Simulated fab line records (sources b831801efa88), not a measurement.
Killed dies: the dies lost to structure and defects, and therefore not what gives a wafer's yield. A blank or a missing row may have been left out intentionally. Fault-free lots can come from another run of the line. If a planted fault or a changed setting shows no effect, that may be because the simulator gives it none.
Problem report in the 8D (eight disciplines) form, filled by code ; flow gf180mcu ; the parts of the form that need people (team, actions taken, sign-off) are left out

== 1. PROBLEM STATEMENT ==
A mean of 45 s is read at GF_V3_CMP_04 for timeToEndpointS, taken on 1 wafer of 1 lot, against 79 s (standard deviation 6) on wafers free of any fault. That is -5.7 standard deviations from the usual mean.
The step: polishes SiO2.
First observed at day 28 04:52: wafer L455.5, on cmp-01. The record holds 36 wafers of 12 lots with a number at this step. The rule behind "out" and "out of limits": a value lying over 4 standard deviations away from the usual mean. The rest of the wafers with a number are treated as sound.

== 2. WHAT IT IS, AND WHAT IT ISN'T ==
question;is;is not
which readings at this step;timeToEndpointS;motorCurrentA
which lots;L455;L437, L438, L439, L440, L441, L442, L443, L445, L450, L456, L458
which wafers of those lots;L455.5;L455.2, L455.3
read on which tools;cmp-01;cmp-02
when;from day 28 04:52;"up to then (29 sound wafers); but 6 sound wafers of L456, L458 came after"

== 3. WHAT RULES OUT EACH SUSPECT ==
Counting: a tool at a process step up to the reading stays a suspect if it ran every lot that is out. Sound lots after the first of them don't rule it out here, since some wafers of a struck lot are sound.
- pvdSputter-02 at GF_M3_SPUTTER_02 (material AlCu, target thk 450 nm, time 23.9 s): kept. It processed L455, the lot that is out, at day 27 08:07, and its most recent sound lot before then was L442 at day 23 03:01.
- plasmaAsher-03 at GF_M3_STRIP_17 (strips in O2/N2): kept. It processed L455, the lot that is out, at day 28 03:58, and its most recent sound lot before then was L450 at day 26 15:19.
- cmp-01 at GF_V3_CMP_04 (polishes SiO2): kept. It processed L455, the lot that is out, at day 28 04:52, and its most recent sound lot before then was L450 at day 26 16:43. Its own readings are out on those wafers: timeToEndpointS.
- Within cmp-01 at GF_V3_CMP_04: the wafers that are out ran in chamber 2; their sound lot-mates ran in chambers 0, 3.
The count leaves pvdSputter-02 at GF_M3_SPUTTER_02, plasmaAsher-03 at GF_M3_STRIP_17, and cmp-01 at GF_V3_CMP_04.

== 4. THE CAUSE (what the simulator had put in) ==
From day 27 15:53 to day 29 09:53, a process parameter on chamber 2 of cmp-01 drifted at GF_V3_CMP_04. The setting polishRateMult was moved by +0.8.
After counting, 3 suspects remain, this tool included.

== 5. THE EFFECT CHAIN, in route order ==
Rows list readings where the struck wafers' mean (over those with a number) sits beyond 3 standard deviations from the usual. Only readings whose record carries a usual standard deviation are examined. hours: median over the lots of the time between each lot's start at the first step of this table that gives one and its start at this step. sigmas: the change, counted in usual standard deviations.
hours;step;reading;usual;on struck wafers;change;sigmas
0;GF_V3_CMP_04;timeToEndpointS;79 s;45;-34;-5.7
Process steps it contains:
- GF_V3_CMP_04: polishes SiO2.

== 6. WHAT WOULD HAVE CAUGHT IT SOONER ==
In this record the first reading out of limits was taken at day 28 04:52, 13 hours after the fault began at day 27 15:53.
